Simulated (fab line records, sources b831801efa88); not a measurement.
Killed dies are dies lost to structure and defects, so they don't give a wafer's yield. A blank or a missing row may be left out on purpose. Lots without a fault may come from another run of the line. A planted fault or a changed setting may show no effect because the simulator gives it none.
fab line records | flow sky130
record lots=6 wafers=18 last_day=49
route steps=708 shown FIELD_ISO@5 NWELL@32 DNWELL@35 PWDE@45 PAD_OPEN@708
lots that met no fault: from a run of the same line without faults
start_h: hours from the record's first day to the start of the lot's first wafer shown | wait_h: hours since the lot's step before | " the same as in the row above | L1.1+2: a row that stands for several wafers | - no value, or no start given | * or withheld: withheld | < > ~ a bound
route shown NAME@n: a module of which the file shows steps, and the number in the route of the first | usual: mean/standard deviation of fault-free wafers | same: alike in all rows | chamber/n: place in a boat | sites: the reading at each site | _std_site: their standard deviation | _edge_site: outer sites' mean less inner sites' | radius_mm: how far each site lies from the wafer's centre | mask NAME#n: copy n | behind: the tool/chamber that last shaped the wafer | hold: why the lot was held/for how many hours/how that ended | device: the transistor (n, p or np) that didn't switch | end of line: the same wafers' tests at the end of the route | a step without rows: its recipe alone | killed: dies lost to structure and defects at the first sort, not the wafer's yield | map: a wafer's dies, x killed, . not, _ none there
set.NAME: the setting as run; set.NAME@STEP: as run at that earlier step | model.NAME: the simulator's own value behind a step, which no gauge read
lots at some steps of the route; a table a step, a row a wafer
services: from which hour (start_h, from the record's first day; less than 0 if before it) a tool's chamber was out of use, for how many hours, and why
## steps
# step SKY_FIELD_ISO_THK_MEAS_04
# recipe reads=Si3N4_of_FIELD_ISO_CVD_03
# usual FIELD_ISO_CVD_03_THK=165.0/1.5
# columns lot.wafer tool chamber start_h wait_h FIELD_ISO_CVD_03_THK[nm]
L986.1 film_metro-01 - 29.50 0.0 167.4
L986.4 " - " " 167.9
L986.6 " - " " 168.6
L987.1 film_metro-04 - 35.40 0.0 165.1
L987.3 " - " " 166.0
L987.6 " - " " 165.4
L989.1 film_metro-02 - 50.73 0.0 161.4
L989.4 " - " " 163.5
L989.6 " - " " 161.2
L990.4 film_metro-04 - 50.74 0.0 164.8
L990.5 " - " " 163.4
L990.6 " - " " 164.7
L995.1 film_metro-02 - 74.34 0.0 165.4
L995.3 " - " " 165.1
L995.4 " - " " 164.1
L999.1 film_metro-01 - 95.78 0.0 163.3
L999.4 " - " " 161.8
L999.6 " - " " 162.7
# step SKY_FIELD_ISO_DEHYDRATE_05
# recipe temp_c=200 time_s=60
# step SKY_FIELD_ISO_HMDS_06
# recipe prime_time_s=60 prime_temp_c=120
# step SKY_FIELD_ISO_COAT_07
# recipe resist=BARC temp_c=withheld time_s=withheld spin_rpm=3000 resist_thk_nm=60
# step SKY_FIELD_ISO_COAT_08
# recipe resist=KrF-thick spin_rpm=3000 resist_thk_nm=450
# step SKY_FIELD_ISO_SOFTBAKE_09
# recipe temp_c=100 time_s=90 resist=KrF-thick
# step SKY_FIELD_ISO_EXPOSE_10
# recipe mask_id=FOM na=0.68 source_shape=annular sigma_inner=0.4 sigma_outer=0.8 target_cd_nm=150 dose_mj=28
# step SKY_FIELD_ISO_PEB_11
# recipe peb_temp_c=withheld peb_time_s=withheld resist=KrF-thick
# step SKY_FIELD_ISO_DEVELOP_12
# recipe develop_time_s=60 resist=KrF-thick dev_temp_c=21
# step SKY_FIELD_ISO_CD_MEAS_13
# recipe target_cd_nm=150
# usual cd_nm=149.9/1.5
# columns lot.wafer tool chamber start_h wait_h cd_nm
L986.1 cd_sem-01 - 44.01 - 149.5
L986.4 " - " " 150.6
L986.6 " - " " 149.7
L987.1 cd_sem-01 - 49.93 - 151.1
L987.3 " - " " 150.6
L987.6 " - " " 151.3
L990.4 cd_sem-02 - 66.20 - 150.5
L990.5 " - " " 150.1
L990.6 " - " " 150.1
L989.1 cd_sem-01 - 66.68 - 149.9
L989.4 " - " " 149.8
L989.6 " - " " 150.9
L995.1 cd_sem-02 - 91.48 - 151.4
L995.3 " - " " 150.4
L995.4 " - " " 147.8
L999.1 cd_sem-01 - 113.39 - 148.4
L999.4 " - " " 150.7
L999.6 " - " " 150.4
# step SKY_FIELD_ISO_ETCH_14
# recipe chemistry=N2/H2 target=BARC ion_energy_ev=200 source_w=500 bias_w=100 pressure_mtorr=30 n2_flow_sccm=100 h2_flow_sccm=200 stop_on=SiO2 time_s=45.9 target_depth_a=600
# usual drypump_motor_current_A=5.7/0.41 oes_product_au=0.855/0.005 throttle_valve_pct=13.225/0.0088
# columns lot.wafer tool chamber start_h wait_h drypump_motor_current_A oes_product_au rf_hours_counter_h throttle_valve_pct
L986.1 rie_diel-01 3 44.13 0.1 5.1 0.855 0 13.225
L986.4 " 1 " " 6.0 0.849 15 13.219
L986.6 " 2 " " 6.1 0.861 - 13.220
L987.1 rie_diel-01 2 50.05 0.1 6.2 0.854 161 13.241
L987.3 " 3 " " 5.1 0.856 0 13.229
L987.6 " 2 " " 6.2 0.858 - 13.225
L990.4 rie_diel-03 3 66.26 0.0 6.2 0.862 127 13.227
L990.5 " 2 " " 6.2 0.857 - 13.229
L990.6 " 1 " " 5.8 0.853 - 13.221
L989.1 rie_diel-02 1 66.80 0.1 5.7 0.849 100 13.250
L989.4 " 0 " " 5.1 0.858 161 13.245
L989.6 " 3 " " 5.8 0.858 - 13.226
L995.1 rie_diel-01 3 91.60 0.1 5.1 0.857 1 13.221
L995.3 " 2 " " 6.2 0.855 162 13.231
L995.4 " 1 " " 6.0 0.864 - 13.237
L999.1 rie_diel-02 1 113.51 0.1 5.7 0.855 101 13.219
L999.4 " 0 " " 5.1 0.847 162 13.222
L999.6 " 2 " " 5.6 0.858 - 13.218
# step SKY_FIELD_ISO_ETCH_15
# recipe chemistry=CHF3/O2 target_depth_nm=180 stop_on=Si source_w=600 bias_w=200 pressure_mtorr=40 chf3_flow_sccm=50 O2_flow_sccm=5 time_s=72
# usual drypump_motor_current_A=5.7/0.41 oes_product_au=0.946/0.0078 throttle_valve_pct=8.846/0.01
# columns lot.wafer tool chamber start_h wait_h drypump_motor_current_A oes_product_au rf_hours_counter_h throttle_valve_pct
L986.1 rie_diel-01 3 44.18 0.0 5.1 0.963 0 8.854
L986.4 " 1 " " 6.0 0.964 15 8.852
L986.6 " 2 " " 6.1 0.961 - 8.838
L987.1 rie_diel-01 2 50.09 0.0 6.1 0.949 161 8.853
L987.3 " 3 " " 5.0 0.941 0 8.834
L987.6 " 2 " " 6.2 0.936 - 8.856
L990.4 rie_diel-03 3 66.31 0.0 6.2 0.938 127 8.846
L990.5 " 2 " " 6.2 0.937 - 8.855
L990.6 " 1 " " 5.7 0.942 - 8.848
L989.1 rie_diel-02 1 66.84 0.0 5.6 0.932 100 8.848
L989.4 " 0 " " 5.1 0.939 161 8.846
L989.6 " 3 " " 5.8 0.933 - 8.854
L995.1 rie_diel-01 3 91.64 0.0 5.1 0.943 1 8.855
L995.3 " 2 " " 6.1 0.954 162 8.822
L995.4 " 1 " " 6.0 0.942 - 8.848
L999.1 rie_diel-02 1 113.56 0.0 5.7 0.938 101 8.828
L999.4 " 0 " " 5.1 0.920 162 8.863
L999.6 " 2 " " 5.6 0.939 - 8.854
# step SKY_FIELD_ISO_STRIP_16
# recipe chemistry=O2/N2 power_w=1400 pressure_mtorr=1500 platen_temp_c=withheld o2_flow_sccm=3000 n2_flow_sccm=300 overash_fraction=0.5
# usual drypump_motor_current_A=5.6/0.43 oes_product_au=0.377/0.0048 strip_time_to_endpoint_s=3.53/0.042
# columns lot.wafer tool chamber start_h wait_h drypump_motor_current_A oes_product_au rf_hours_counter_h strip_time_to_endpoint_s
L986.1 plasma_asher-02 1 44.23 0.0 5.9 0.377 35 3.52
L986.4 " 0 " " 5.2 0.375 - 3.54
L986.6 " 1 " " 5.9 0.373 - 3.57
L987.1 plasma_asher-03 1 50.15 0.0 6.2 0.374 26 3.56
L987.3 " 1 " " 6.2 0.385 - 3.57
L987.6 " 1 " " 6.2 0.390 - 3.57
L990.4 plasma_asher-02 1 66.40 0.1 5.9 0.375 - 3.49
L990.5 " 1 " " 5.9 0.379 - 3.55
L990.6 " 0 " " 5.2 0.379 - 3.50
L989.1 plasma_asher-02 1 66.90 0.0 5.9 0.378 37 3.51
L989.4 " 0 " " 5.2 0.376 - 3.44
L989.6 " 1 " " 5.9 0.375 - 3.55
L995.1 plasma_asher-03 0 91.70 0.0 5.3 0.376 30 3.58
L995.3 " 0 " " 5.3 0.381 - 3.61
L995.4 " 1 " " 6.2 0.372 - 3.59
L999.1 plasma_asher-03 1 113.61 0.0 6.2 0.375 33 3.51
L999.4 " 1 " " 6.2 0.378 - 3.48
L999.6 " 0 " " 5.3 0.379 - 3.53
# step SKY_FIELD_ISO_ETCH_17
# recipe target_depth_a=3420 mask_material=Si3N4 chemistry=HBr/Cl2/O2 target=Si taper_deg=5 icp_w=600 bias_w=150 pressure_mtorr=15 HBr_flow_sccm=150 Cl2_flow_sccm=40 O2_flow_sccm=6 time_s=97.7
# usual HBr_flow_sccm=150.0/0.43 drypump_motor_current_A=5.9/0.33 oes_product_au=0.996/0.0093 throttle_valve_pct=25.659/0.0097
# columns lot.wafer tool chamber start_h wait_h HBr_flow_sccm drypump_motor_current_A oes_product_au rf_hours_counter_h throttle_valve_pct
L986.1 rie_si-02 2 44.33 0.1 149.3 6.3 1.010 123 25.648
L986.4 " 0 " " 150.2 5.7 0.998 53 25.645
L986.6 " 2 " " 150.1 6.3 1.011 - 25.653
L987.1 rie_si-01 0 50.25 0.1 149.8 5.1 0.984 1 25.661
L987.3 " 2 " " 151.0 5.7 0.977 1 25.679
L987.6 " 0 " " 149.7 5.1 0.988 - 25.666
L990.4 rie_si-01 0 66.46 0.0 149.7 5.1 0.988 1 25.645
L990.5 " 3 " " 149.2 5.9 0.991 - 25.657
L990.6 " 2 " " 149.9 5.8 0.989 - 25.669
L989.1 rie_si-02 1 67.00 0.1 150.2 6.2 0.995 2 25.665
L989.4 " 0 " " 150.2 5.7 1.004 53 25.646
L989.6 " 0 " " 150.1 5.7 1.009 - 25.654
L995.1 rie_si-02 1 91.80 0.1 150.2 6.2 0.982 2 25.652
L995.3 " 0 " " 150.6 5.7 1.007 53 25.647
L995.4 " 2 " " 150.4 6.3 0.998 - 25.668
L999.1 rie_si-02 2 113.71 0.1 149.4 6.3 1.002 123 25.659
L999.4 " 1 " " 150.2 6.1 0.997 3 25.669
L999.6 " 0 " " 149.7 5.7 1.010 - 25.645
# step SKY_FIELD_ISO_WET_ETCH_18
# recipe chemistry=H3PO4 target_depth_nm=25 temp_c=160 target=Si3N4 time_s=286
# step SKY_FIELD_ISO_CLEAN_19
# recipe chemistry=SC1/SC2 mix=1:4:20 temp_c=70 time_s=150
# step SKY_FIELD_ISO_CLEAN_20
# recipe chemistry=dHF time_s=20 dilution=100:1
# step SKY_FIELD_ISO_WET_ETCH_21
# recipe chemistry=dHF dilution=100:1 target_depth_nm=20 dry=ipa_marangoni target=SiO2 temp_c=25 time_s=400
# step SKY_FIELD_ISO_OXIDATION_22
# recipe temp_c=950 ambient=O2 stabilise_s=600 purge_s=300 target_thk_a=100 ox_time_s=623
# step SKY_FIELD_ISO_THK_MEAS_23
# recipe reads=SiO2_of_FIELD_ISO_OXIDATION_22
# usual FIELD_ISO_OXIDATION_01_THK=9.90/0.19
# columns lot.wafer tool chamber start_h wait_h FIELD_ISO_OXIDATION_01_THK[nm]
L986.1 film_metro-02 - 47.60 0.0 9.83
L986.4 " - " " 9.86
L986.6 " - " " 9.87
L987.1 film_metro-02 - 52.88 0.0 9.98
L987.3 " - " " 10.09
L987.6 " - " " 10.12
L990.4 film_metro-02 - 68.08 0.0 10.23
L990.5 " - " " 10.18
L990.6 " - " " 10.07
L989.1 film_metro-02 - 69.22 0.0 10.03
L989.4 " - " " 10.10
L989.6 " - " " 10.00
L995.1 film_metro-04 - 94.53 0.0 9.64
L995.3 " - " " 9.66
L995.4 " - " " 9.77
L999.1 film_metro-04 - 115.71 0.0 9.85
L999.4 " - " " 9.85
L999.6 " - " " 9.76
# step SKY_FIELD_ISO_CVD_24
# recipe material=SiO2 target_thk_nm=595 temp_c=650 sigma_open_frac=0.3 time_s=99.2 sih4_flow_sccm=60 pressure_mtorr=6
# step SKY_FIELD_ISO_THK_MEAS_25
# recipe reads=SiO2_of_FIELD_ISO_CVD_24
# usual FIELD_ISO_CVD_24_THK=594/6.3
# columns lot.wafer tool chamber start_h wait_h FIELD_ISO_CVD_24_THK[nm]
L986.1 film_metro-02 - 47.80 0.0 592
L986.4 " - " " 593
L986.6 " - " " 587
L987.1 film_metro-04 - 53.01 0.0 597
L987.3 " - " " 598
L987.6 " - " " 595
L990.4 film_metro-04 - 68.21 0.0 582
L990.5 " - " " 589
L990.6 " - " " 587
L989.1 film_metro-04 - 69.35 0.0 594
L989.4 " - " " 594
L989.6 " - " " 599
L995.1 film_metro-02 - 94.66 0.0 593
L995.3 " - " " 592
L995.4 " - " " 589
L999.1 film_metro-02 - 115.85 0.0 597
L999.4 " - " " 600
L999.6 " - " " 596
# step SKY_FIELD_ISO_ANNEAL_26
# recipe temp_c=1000 time_s=1800 ambient=N2
# step SKY_FIELD_ISO_CMP_27
# recipe stop_on=Si3N4 t_overpolish_s=16 down_force_psi=4 platen_rpm=60 target_thk_nm=457.8 pad_velocity_m_s=0.94248
# usual motor_current_A=11.7/1.2 overpolish_run_s=15.999/0.0095 time_to_endpoint_s=110/4.4
# columns lot.wafer tool chamber start_h wait_h motor_current_A overpolish_run_s time_to_endpoint_s
L986.1 cmp-02 0 51.84 0.1 9.5 16.002 107
L986.4 " 2 " " 12.8 15.996 103
L986.6 " 0 " " 10.4 15.989 105
L987.1 cmp-02 2 55.77 0.0 12.1 16.003 104
L987.3 " 1 " " 11.3 16.006 112
L987.6 " 2 " " 12.5 16.007 103
L990.4 cmp-02 0 69.79 0.1 9.7 16.010 106
L990.5 " 3 " " 10.8 16.003 112
L990.6 " 0 " " 10.4 15.994 103
L989.1 cmp-01 2 71.29 0.1 12.1 16.000 107
L989.4 " 0 " " 10.1 16.000 112
L989.6 " 2 " " 12.7 16.002 110
L995.3 cmp-02 1 97.26 0.0 11.2 15.994 111
L995.1 " 2 " " 12.1 16.015 101
L995.4 " 0 " " 10.3 16.003 109
L999.1 cmp-01 1 117.41 0.0 13.4 15.999 112
L999.4 " 0 " " 10.0 16.009 110
L999.6 " 1 " " 12.7 15.983 107
# step SKY_FIELD_ISO_WET_ETCH_28
# recipe chemistry=dHF target_depth_nm=23.7 target=SiO2 dilution=10:1 temp_c=25 time_s=47
# step SKY_FIELD_ISO_WET_ETCH_29
# recipe chemistry=H3PO4 target_depth_nm=160 target=Si3N4 temp_c=160 time_s=1825
# step SKY_FIELD_ISO_WET_ETCH_30
# recipe chemistry=dHF target_depth_nm=25 target=SiO2 dilution=10:1 temp_c=25 time_s=50
# step SKY_NWELL_CLEAN_00
# recipe chemistry=SC1/SC2 mix=1:4:20 temp_c=70 time_s=150 dry=n2_spin
# step SKY_NWELL_OXIDATION_01
# recipe temp_c=900 ambient=O2 stabilise_s=600 purge_s=300 target_thk_a=100 ox_time_s=1418
# step SKY_NWELL_THK_MEAS_02
# recipe reads=SiO2_of_NWELL_OXIDATION_01
# usual NWELL_OXIDATION_THK=9.98/0.2
# columns lot.wafer tool chamber start_h wait_h NWELL_OXIDATION_THK[nm]
L986.1 film_metro-03 - 54.27 0.0 10.03
L986.4 " - " " 10.16
L986.6 " - " " 10.10
L987.1 film_metro-01 - 58.51 0.0 10.13
L987.3 " - " " 10.11
L987.6 " - " " 10.21
L990.4 film_metro-04 - 72.66 0.0 10.09
L990.5 " - " " 9.82
L990.6 " - " " 9.90
L989.1 film_metro-03 - 74.71 0.0 10.09
L989.4 " - " " 10.28
L989.6 " - " " 10.24
L995.1 film_metro-03 - 100.32 0.0 9.84
L995.3 " - " " 9.74
L995.4 " - " " 9.70
L999.1 film_metro-03 - 120.33 0.0 10.01
L999.4 " - " " 10.05
L999.6 " - " " 10.03
# step SKY_DNWELL_DEHYDRATE_00
# recipe temp_c=200 time_s=60
# step SKY_DNWELL_HMDS_01
# recipe prime_time_s=60 prime_temp_c=120
# step SKY_DNWELL_COAT_02
# recipe spin_rpm=2000 resist_thk_nm=3000
# step SKY_DNWELL_SOFTBAKE_03
# recipe temp_c=110 time_s=withheld
# step SKY_DNWELL_EXPOSE_04
# recipe mask_id=DNM na=0.57 target_cd_nm=3000 dose_mj=222
# step SKY_DNWELL_PEB_05
# recipe temp_c=115 time_s=withheld
# step SKY_DNWELL_DEVELOP_06
# recipe wall_angle_deg=90 developer=TMAH develop_time_s=60 dev_temp_c=23
# step SKY_DNWELL_IMPLANT_07
# recipe species=P energy_kev=withheld dose_cm2=withheld tilt_deg=withheld
# step SKY_DNWELL_STRIP_08
# recipe chemistry=O2/N2 power_w=1400 pressure_mtorr=1500 platen_temp_c=withheld o2_flow_sccm=3000 n2_flow_sccm=300 overash_fraction=0.5
# usual drypump_motor_current_A=5.4/0.33 oes_product_au=0.723/0.0045 strip_time_to_endpoint_s=36.93/0.13
# columns lot.wafer tool chamber start_h wait_h drypump_motor_current_A oes_product_au rf_hours_counter_h strip_time_to_endpoint_s
L986.1 plasma_asher-03 0 69.55 0.1 5.2 0.717 28 37.09
L986.4 " 0 " " 5.2 0.721 - 37.06
L986.6 " 0 " " 5.2 0.713 - 37.02
L987.1 plasma_asher-01 1 75.43 0.1 5.3 0.728 37 37.00
L987.3 " 1 " " 5.3 0.723 - 36.94
L987.6 " 1 " " 5.3 0.723 - 36.87
L990.4 plasma_asher-01 1 89.63 0.1 5.3 0.724 - 36.94
L990.5 " 0 " " 5.4 0.717 - 36.90
L990.6 " 1 " " 5.3 0.716 - 36.87
L989.1 plasma_asher-01 0 91.81 0.1 5.5 0.720 39 36.81
L989.4 " 1 " " 5.3 0.723 - 36.79
L989.6 " 0 " " 5.4 0.729 - 36.75
L995.1 plasma_asher-04 0 119.01 0.1 5.5 0.727 0 37.07
L995.3 " 1 " " 4.9 0.723 - 36.80
L995.4 " 0 " " 5.5 0.727 - 36.98
L999.1 plasma_asher-04 0 139.50 0.1 5.5 0.725 2 36.97
L999.4 " 0 " " 5.5 0.727 - 36.95
L999.6 " 1 " " 4.9 0.720 - 36.96
# step SKY_DNWELL_TW_MEAS_09
# usual DNWELL_TW=1113/9.3
# columns lot.wafer tool chamber start_h wait_h DNWELL_TW
L986.1 film_metro-03 - 69.65 0.1 1110
L986.4 " - " " 1112
L986.6 " - " " 1112
L987.1 film_metro-01 - 75.53 0.1 1106
L987.3 " - " " 1116
L987.6 " - " " 1113
L990.4 film_metro-01 - 89.73 0.1 1107
L990.5 " - " " 1102
L990.6 " - " " 1104
L989.1 film_metro-03 - 91.91 0.1 1106
L989.4 " - " " 1106
L989.6 " - " " 1108
L995.1 film_metro-01 - 119.11 0.1 1115
L995.3 " - " " 1108
L995.4 " - " " 1110
L999.1 film_metro-01 - 139.60 0.1 1104
L999.4 " - " " 1112
L999.6 " - " " 1105
# step SKY_PWDE_DEHYDRATE_00
# recipe temp_c=200 time_s=60
# step SKY_PWDE_HMDS_01
# recipe prime_time_s=60 prime_temp_c=120
# step SKY_PAD_OPEN_PROBE_99
# usual killed_at_M0_to_M3=44/7.3 killed_at_M4_up=3.4/1.8 killed_at_contacts=24/5.8 killed_at_front_end=15/4.9 killed_at_other=0.4/0.63 killed_dies=86/11 killed_open=47/8 killed_short=39/6.5
# same gross_dies=492 killed_at_back_side=0
# columns lot.wafer tool chamber start_h wait_h killed_at_M0_to_M3 killed_at_M4_up killed_at_contacts killed_at_front_end killed_at_other killed_dies killed_open killed_short
L987.1 prober-01 - 1108.95 0.1 59 2 24 12 1 98 52 46
L987.3 prober-01 - 1109.05 0.2 47 3 29 9 0 88 43 45
L987.6 prober-01 - 1109.20 0.2 53 6 29 12 0 100 58 42
L990.4 prober-01 - 1119.08 0.2 37 4 27 47 0 115 48 34
L990.5 prober-01 - 1119.13 0.2 35 4 19 47 2 107 42 32
L990.6 prober-01 - 1119.18 0.2 33 3 27 63 0 126 38 41
L989.1 prober-02 - 1120.91 0.1 30 3 25 39 0 97 38 24
L989.4 prober-02 - 1121.06 0.2 47 3 18 58 0 126 49 31
L989.6 prober-02 - 1121.16 0.2 35 6 26 39 0 106 30 44
L995.1 prober-01 - 1150.45 0.1 33 3 11 11 0 58 25 33
L995.3 prober-01 - 1150.55 0.2 35 3 27 4 0 69 36 33
L995.4 prober-01 - 1150.60 0.2 35 3 34 9 0 81 43 38
# killed by level:class
L987.1 VIA1:geometric_particle:open=13 CONTACT:geometric_particle:open=11 METAL1:geometric_particle:short=9 VIA1:geometric_particle:short=9 VIA3:geometric_particle:open=8 METAL2:geometric_particle:short=7 LI_CONTACT:geometric_particle:open=5 LOCAL_INTERCONNECT:geometric_particle:short=5
L987.3 VIA1:geometric_particle:open=10 CONTACT:geometric_particle:open=10 LOCAL_INTERCONNECT:geometric_particle:short=9 VIA3:geometric_particle:open=7 VIA1:geometric_particle:short=6 VIA2:geometric_particle:open=6 LI_CONTACT:geometric_particle:short=5 METAL1:geometric_particle:short=5
L987.6 VIA1:geometric_particle:open=12 CONTACT:geometric_particle:open=9 VIA2:geometric_particle:open=9 VIA3:geometric_particle:open=8 METAL2:geometric_particle:short=7 LI_CONTACT:geometric_particle:open=7 CONTACT:geometric_particle:short=6 LI_CONTACT:geometric_particle:short=4
L990.4 FIELD_ISO:unspecified=32 CONTACT:geometric_particle:open=9 VIA1:geometric_particle:open=8 POLY_GATE:geometric_particle:open=8 LI_CONTACT:geometric_particle:open=8 VIA1:geometric_particle:short=6 VIA3:geometric_particle:open=6 LOCAL_INTERCONNECT:geometric_particle:short=4
L990.5 FIELD_ISO:unspecified=32 CONTACT:geometric_particle:open=8 VIA3:geometric_particle:open=6 METAL1:geometric_particle:short=5 CONTACT:geometric_particle:short=5 METAL2:geometric_particle:short=5 VIA2:geometric_particle:short=5 FIELD_ISO:geometric_particle:open=4
L990.6 FIELD_ISO:unspecified=44 CONTACT:geometric_particle:open=8 LOCAL_INTERCONNECT:geometric_particle:short=7 VIA2:geometric_particle:open=7 VIA1:geometric_particle:open=6 FIELD_ISO:geometric_particle:short=5 POLY_GATE:geometric_particle:short=4 LI_CONTACT:geometric_particle:open=4
L989.1 FIELD_ISO:unspecified=34 VIA1:geometric_particle:open=11 LI_CONTACT:geometric_particle:open=10 VIA2:geometric_particle:open=5 CONTACT:geometric_particle:open=5 METAL2:geometric_particle:short=5 CONTACT:geometric_particle:short=4 LOCAL_INTERCONNECT:geometric_particle:short=3
L989.4 FIELD_ISO:unspecified=46 VIA3:geometric_particle:open=9 VIA1:geometric_particle:open=8 CONTACT:geometric_particle:open=7 VIA2:geometric_particle:open=7 METAL1:geometric_particle:open=5 POLY_GATE:geometric_particle:open=4 VIA2:geometric_particle:short=4
L989.6 FIELD_ISO:unspecified=32 CONTACT:geometric_particle:open=8 METAL3:geometric_particle:short=6 CONTACT:geometric_particle:short=6 VIA2:geometric_particle:open=6 FIELD_ISO:geometric_particle:short=5 VIA1:geometric_particle:open=5 LOCAL_INTERCONNECT:geometric_particle:short=5
L995.1 METAL1:geometric_particle:short=5 VIA2:geometric_particle:open=5 VIA3:geometric_particle:open=5 FIELD_ISO:geometric_particle:open=4 LOCAL_INTERCONNECT:geometric_particle:short=4 CONTACT:geometric_particle:open=4 METAL2:geometric_particle:short=4 VIA1:geometric_particle:short=3
L995.3 CONTACT:geometric_particle:open=11 VIA1:geometric_particle:open=6 LOCAL_INTERCONNECT:geometric_particle:short=5 VIA2:geometric_particle:open=5 LI_CONTACT:geometric_particle:open=4 CONTACT:geometric_particle:short=4 METAL1:geometric_particle:short=4 VIA1:geometric_particle:short=4
L995.4 CONTACT:geometric_particle:open=10 VIA1:geometric_particle:open=8 LI_CONTACT:geometric_particle:short=7 VIA1:geometric_particle:short=6 CONTACT:geometric_particle:short=6 METAL2:geometric_particle:short=6 LI_CONTACT:geometric_particle:open=5 LOCAL_INTERCONNECT:geometric_particle:short=5
# map L989.4 (x killed, . not)
__________.....xx..._________
________xxx.......x..._______
______xxxxx...........x._____
_____xxxxxx.........x....____
____xxxxxxx....x....x.....___
___xxxxxxxx...x....x.x.....__
__xxxxxxxxxx...x...x.......x_
_.xxxxxxx.........x.....x.x..
_...x.x...xxxx.......x...x...
_.x..xx...xx.........xxx.xx..
_.....x.....x.x.......x......
_....x....x............x..x..
_......xx...xx...x.x...xx....
_.x..x.......xx...x.x..x..x.x
_.....x...............x......
__........x.x.............x._
___.............xx...x.xx..__
____.......x...x.x........___
_____....................____
______.x.x........x...x._____
________..x....x..x..._______
__________....x....._________
# map L990.6 (x killed, . not)
__________.........x_________
________.x....x.x....._______
______xxxxx..x........x._____
_____xxxxxx..x...........____
____xxxxxxxxx........x..x.___
___xxxxxxx.x..x....x.......__
__.xxxxxxxx...x............._
_...xxxxx.x....x....x........
_....xxx...x...x.......x.....
_.x.x.x......x.........x.....
_....xxx....x.x.x..........x.
_.......x.....x........x.....
_..xx...x.x........x.xxx...x.
_....x....x.x.x.......x..x.x.
_x.x...............xxxx......
__......xx...x..x..........._
___...xx.x................x__
____......x........x..x...___
_____...x.x...xxxx.....x.____
______......x.x...x....._____
________..x.x..x....xx_______
__________.x........_________
## services
# columns tool chamber start_h hours kind
rie_diel-03 0 26.14 8.9 repair
rie_diel-03 2 28.34 5.4 repair
cmp-02 - 30.77 1.2 repair
rie_diel-03 3 34.08 17.7 repair
rie_diel-02 1 45.02 6.7 repair
rie_diel-02 - 52.26 2.8 pm
rie_diel-01 - 60.29 15.6 pm
cmp-01 - 60.30 1.2 repair
cmp-02 - 64.00 4.0 pm
cmp-02 - 64.05 0.4 repair
plasma_asher-03 - 71.78 4.2 repair
rie_diel-02 3 76.12 5.6 repair
rie_si-01 1 81.12 4.6 repair
plasma_asher-02 - 82.08 0.7 repair
rie_diel-01 - 82.60 2.8 pm
rie_si-02 3 82.99 19.6 repair
plasma_asher-04 - 88.52 15.6 pm
cmp-01 - 93.70 6.4 pm
rie_diel-03 2 97.90 8.9 repair
cmp-02 - 100.13 5.6 pm
plasma_asher-02 - 122.92 0.3 repair
rie_si-02 - 133.44 2.8 pm
cmp-02 - 134.01 8.9 pm
plasma_asher-03 - 136.62 8.8 pm
## key
first_sign step=SKY_PAD_OPEN_PROBE_99 reading=killed_at_front_end direction=up sigmas=7 usual=15 struck=49
effect step=SKY_PAD_OPEN_PROBE_99 reading=killed_dies direction=up sigmas=2.5 usual=86 struck=113
met_at SKY_FIELD_ISO_STRIP_16
struck_wafers L989.1,L989.4,L989.6,L990.4,L990.5,L990.6
tester_left_out L989,L990
onset_between 44.23 66.40
also_fits SKY_DNWELL_STRIP_08:plasma_asher-01
fault kind=chamber_particle_source tool=plasma_asher-02 chamber=- onset_h=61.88 steps=SKY_FIELD_ISO_STRIP_16 rate_per_visit_cm2=2.0544 end_h=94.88
# tester_left_out: of these lots the tester's yield and bins aren't shown, on N5 and GAA mostly nor the transistor test; their killed dies are dies lost to structure and defects alone, not to doping, threshold or leakage, so they don't give the yield
